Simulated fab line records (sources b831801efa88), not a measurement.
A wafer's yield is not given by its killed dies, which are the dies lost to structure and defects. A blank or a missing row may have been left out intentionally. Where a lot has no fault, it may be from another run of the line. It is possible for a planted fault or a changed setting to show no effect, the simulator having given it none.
Which of the tools did it?    flow gf180mcu    14 lots with 42 wafers sampled at 5 steps, on a route of 602 steps

== WHAT THE GAUGES SHOWED, per wafer ==
GF_POLY_GATE_CD_MEAS_18.
lot   measured      on        cdNm (nm)
L775  day 9 09:49   cdSem-02  276.9 278.3 276.1
L776  day 9 20:02   cdSem-01  278.1 277.9 278.4
L777  day 9 23:53   cdSem-01  278.8 278.3 277.5
L780  day 10 20:31  cdSem-02  281.2 281.0 282.0
L779  day 10 20:33  cdSem-01  278.9 278.4 280.0
L781  day 11 10:09  cdSem-01  279.5 281.2 279.9
L786  day 12 21:29  cdSem-02  279.0 278.4 279.5
L788  day 13 10:30  cdSem-01  279.8 279.6 278.9
L790  day 13 19:34  cdSem-01  279.8 278.8 277.0
L793  day 14 15:54  cdSem-02  278.6 278.4 278.5
L795  day 15 08:17  cdSem-02  282.9 281.5 282.5
L796  day 15 12:20  cdSem-01  279.5 278.8 279.0
L797  day 16 07:49  cdSem-02  277.7 276.7 277.1
L798  day 16 08:32  cdSem-01  280.6 280.6 279.2

GF_PSD_RS_MEAS_14: uses a four-point probe to measure.
lot   measured      on            NSD_RS (ohm/sq)
L775  day 14 06:35  filmMetro-02  46.18 46.11 46.15
L776  day 14 19:35  filmMetro-04  46.11 46.04 46.08
L777  day 14 23:06  filmMetro-03  46.22 46.10 46.24
L780  day 16 02:50  filmMetro-03  46.14 46.15 46.14
L779  day 16 00:30  filmMetro-02  46.34 46.24 46.09
L781  day 16 16:29  filmMetro-02  46.23 46.25 46.11
L786  day 18 14:10  filmMetro-04  - - -
L788  day 19 03:28  filmMetro-03  - - -
L790  day 19 15:50  filmMetro-02  46.25 46.22 46.25
L793  day 20 16:25  filmMetro-04  45.98 45.94 45.96
L795  day 21 10:22  filmMetro-04  46.07 45.99 46.05
L796  day 21 15:35  filmMetro-04  46.02 45.90 46.03
L797  day 22 11:28  filmMetro-03  46.09 46.12 46.15
L798  day 22 14:19  filmMetro-02  46.16 46.14 46.11

GF_SAB_THK_MEAS_01.
lot   measured      on            SAB_CVD_00_THK (nm)
L775  day 14 06:49  filmMetro-01  49.4 50.0 50.4
L776  day 14 19:50  filmMetro-01  49.8 49.1 49.6
L777  day 14 23:21  filmMetro-04  48.7 49.4 50.0
L780  day 16 03:06  filmMetro-01  49.8 50.5 50.7
L779  day 16 00:45  filmMetro-04  49.6 50.0 50.3
L781  day 16 16:44  filmMetro-04  49.8 50.1 49.7
L786  day 18 14:26  filmMetro-02  50.0 50.2 50.2
L788  day 19 03:43  filmMetro-02  49.8 50.2 49.4
L790  day 19 16:05  filmMetro-04  49.4 49.8 50.1
L793  day 20 16:41  filmMetro-02  49.3 48.4 49.7
L795  day 21 10:38  filmMetro-02  49.6 49.6 50.1
L796  day 21 15:50  filmMetro-01  49.4 49.8 50.4
L797  day 22 11:43  filmMetro-01  49.5 49.2 50.2
L798  day 22 14:35  filmMetro-01  49.2 48.3 49.4

GF_SAB_OVL_MEAS_10.
lot   measured      on          SAB_OVL (nm)
L775  day 15 04:39  overlay-02  1.8 1.1 1.6
L776  day 15 16:26  overlay-01  1.2 -1.0 -1.4
L777  day 15 20:54  overlay-01  0.4 -0.1 0.1
L780  day 17 01:14  overlay-02  1.1 2.6 -0.9
L779  day 16 23:06  overlay-01  -0.5 1.3 0.1
L781  day 17 14:47  overlay-02  1.5 2.7 2.7
L786  day 19 14:29  overlay-02  2.4 2.4 3.6
L788  day 20 03:30  overlay-01  0.0 -1.0 -0.2
L790  day 20 16:08  overlay-01  0.9 -0.6 1.7
L793  day 21 16:32  overlay-01  0.5 -1.1 0.6
L795  day 22 09:41  overlay-01  0.3 1.0 0.7
L796  day 22 14:41  overlay-01  2.6 2.3 2.2
L797  day 23 10:41  overlay-01  0.9 1.3 0.4
L798  day 23 13:56  overlay-01  0.6 1.0 0.1

== WHICH TOOL RAN EACH LOT (tool, then ch and the chambers of the sampled wafers, then the start) ==
lot   GF_NSD_IMPLANT_09
L775  implanter-02 ch 0, day 13 09:35
L776  implanter-03 ch 0, day 13 23:02
L777  implanter-03 ch 0, day 14 01:37
L780  implanter-01 ch 0, day 15 03:59
L779  implanter-03 ch 0, day 15 02:01
L781  implanter-02 ch 0, day 15 17:35
L786  implanter-02 ch 0, day 17 13:47
L788  implanter-02 ch 0, day 18 03:50
L790  implanter-03 ch 0, day 18 14:26
L793  implanter-01 ch 0, day 19 15:26
L795  implanter-03 ch 0, day 20 09:50
L796  implanter-02 ch 0, day 20 14:32
L797  implanter-02 ch 0, day 21 11:34
L798  implanter-01 ch 0, day 21 13:44
- GF_NSD_IMPLANT_09

== AS READ BY THE TOOLS THEMSELVES (means over the sampled wafers that have a number; for cases with no such wafer, the mark the record gives instead) ==
GF_NSD_IMPLANT_09.
lot   tool          doseIonsCm2  tiltDeg (degrees)
L775  implanter-02  4e+15        7.003
L776  implanter-03  4e+15        7.006
L777  implanter-03  4e+15        7.006
L780  implanter-01  4e+15        6.995
L779  implanter-03  4e+15        7.005
L781  implanter-02  4e+15        7.022
L786  implanter-02  4e+15        4.155
L788  implanter-02  4e+15        4.162
L790  implanter-03  4e+15        6.992
L793  implanter-01  4e+15        6.975
L795  implanter-03  4e+15        7.003
L796  implanter-02  4e+15        7.005
L797  implanter-02  4e+15        7.016
L798  implanter-01  4e+15        6.971

== THE ANSWER, worked out from the rows above alone ==
Rule: the usual values come from the lots themselves. The widest of any qualifying gaps counts: lots, ordered by their means at a reading, are off when they make up no more than a third of the lots, leave a main group of 4 or more, and stand apart from it by 3 or more times the standard deviation of that group's means. The tables above print the reading to a certain number of digits; a main group whose means all agree to those digits is not used. A lot without any number at a reading at which 4 lots or more have one is off too. Any other lot the step has rows for is counted as sound. The gauges are gone through in route order, then the tools' own readings, and for those a lot's mean is taken as printed above. At the first step where some lot is off, the reading lying furthest off is the one used; lots without a number count as furthest.
Off: at GF_PSD_RS_MEAS_14 (NSD_RS), L786, L788. Without a number there: L786, L788. Mean 46.12 ohm/sq and standard deviation 0.087 in the main group.
A tool fits if, at a process step before that reading, it ran every lot that is off, and no sound lot after the first of them. The gauges at GF_PSD_RS_MEAS_14 aren't tried: what is off there is off at GF_NSD_IMPLANT_09 too, on other tools, and a gauge's error can't cause that. No candidate that was tried fits.

== WHAT THE SIMULATOR HAD INSERTED ==
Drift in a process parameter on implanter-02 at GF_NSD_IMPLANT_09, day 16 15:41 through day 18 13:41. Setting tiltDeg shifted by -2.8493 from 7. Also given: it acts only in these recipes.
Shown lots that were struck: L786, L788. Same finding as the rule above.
